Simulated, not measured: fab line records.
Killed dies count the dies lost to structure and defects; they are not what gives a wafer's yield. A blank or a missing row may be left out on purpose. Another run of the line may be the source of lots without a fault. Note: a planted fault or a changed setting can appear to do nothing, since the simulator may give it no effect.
8D (eight disciplines) problem report, filled in by code || flow gf180mcu || the parts of the form that need people (team, actions taken, sign-off) are left out

== 1. WHAT IS WRONG ==
MVSD_RS at GF_VT_IMPLANT_RS_MEAS_46 reads a mean of 470.3 ohm/sq on 6 wafers of 2 lots; wafers without a fault read 456.8 ohm/sq with a standard deviation of 1.2. That puts it +11 standard deviations away from the usual mean.
The step: measures by four-point-probe.
First observed at day 10 18:46: wafer L803.2, on film-metro-03. At this step, 39 wafers from 13 lots have a number in the record. Rule for "out" (also "out of limits"): further than 4 standard deviations from the usual mean. The rest of the wafers with a number are treated as sound.

== 2. WHAT IT IS, WHAT IT ISN'T ==
{"question": "which readings at this step", "is": "MVSD_RS", "is not": "-"}
{"question": "which lots", "is": "L803, L804", "is not": "L792, L794, L795, L796, L797, L798, L808, L810, L811, L812, L815"}
{"question": "which wafers of those lots", "is": "all that have a number", "is not": "-"}
{"question": "read on which gauges", "is": "film-metro-03, film-metro-04", "is not": "film-metro-01"}
{"question": "when", "is": "from day 10 18:46", "is not": "up to then (18 sound wafers); but 15 sound wafers of L808, L810, L811, L812, L815 came after"}

== 3. WHAT RULES OUT EACH SUSPECT ==
Counting: a tool at a process step up to the reading stays a suspect if it ran every lot that is out and no sound lot after the first of them.
- ruled out: the gauge at GF_VT_IMPLANT_RS_MEAS_46. The wafers that are out were read on 2 gauges (film-metro-03, film-metro-04).
- implanter-01 at GF_MVSD_IMPLANT_08: kept. Every lot that is out went through it, starting with L803 (day 7 04:41), and after that it ran no sound lot; the last sound lot it ran before then is L796 (day 5 09:17). Out on those wafers are its own readings of dose-ions-cm2.
- plasma-asher-02 at GF_VT_IMPLANT_STRIP_09 (strips in O2/N2): ruled out as a lasting fault. Sound lots L808, L812, L815 ran on it after its first lot that is out, L803 (day 8 14:04).
Remaining after the count: implanter-01 at GF_MVSD_IMPLANT_08.

== 4. THE CAUSE (what the simulator had put in) ==
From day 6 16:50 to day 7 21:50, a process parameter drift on implanter-01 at GF_MVSD_IMPLANT_08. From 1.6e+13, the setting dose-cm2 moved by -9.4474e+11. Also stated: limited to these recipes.
The count eliminated every tool but this one.

== 5. THE EFFECT CHAIN, in route order ==
Each row: a reading whose mean over the struck wafers that have a number lies more than 3 standard deviations from the usual. Readings are gone through only where the record gives a usual standard deviation; hours: the median, over the lots, of the time from a lot's start at the first step in this table giving one to that lot's start at this step; sigmas: the change measured in usual standard deviations.
{"hours": 0, "step": "GF_MVSD_IMPLANT_08", "reading": "dose-ions-cm2", "usual": 1.5997e+13, "on struck wafers": 1.5054e+13, "change": -9.4250e+11, "sigmas": -50}
{"hours": 87, "step": "GF_VT_IMPLANT_RS_MEAS_46", "reading": "MVSD_RS", "usual": "456.8 ohm/sq", "on struck wafers": 470.3, "change": "+13.5", "sigmas": "+11"}
It contains these process steps:
- GF_MVSD_IMPLANT_08
Later steps that measure or inspect, where all struck wafers having a row at the step show a number for every such reading and not one has moved that far: GF_POLY_GATE_THK_MEAS_17.

== 6. WHAT WOULD HAVE CAUGHT IT SOONER ==
The first out-of-limits reading at a measuring or inspecting step in this record came at day 10 18:46, 98 hours after the fault's start at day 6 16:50.
At GF_MVSD_IMPLANT_08, the tool's own readings (dose-ions-cm2) were out on each struck wafer the step has a row for, so an alarm limit on them would have fired on the first such wafer.
Lots out: 2; all had begun GF_MVSD_IMPLANT_08 on implanter-01 by day 10 18:46. Had the tool been put on hold then, not one of them would have been saved.
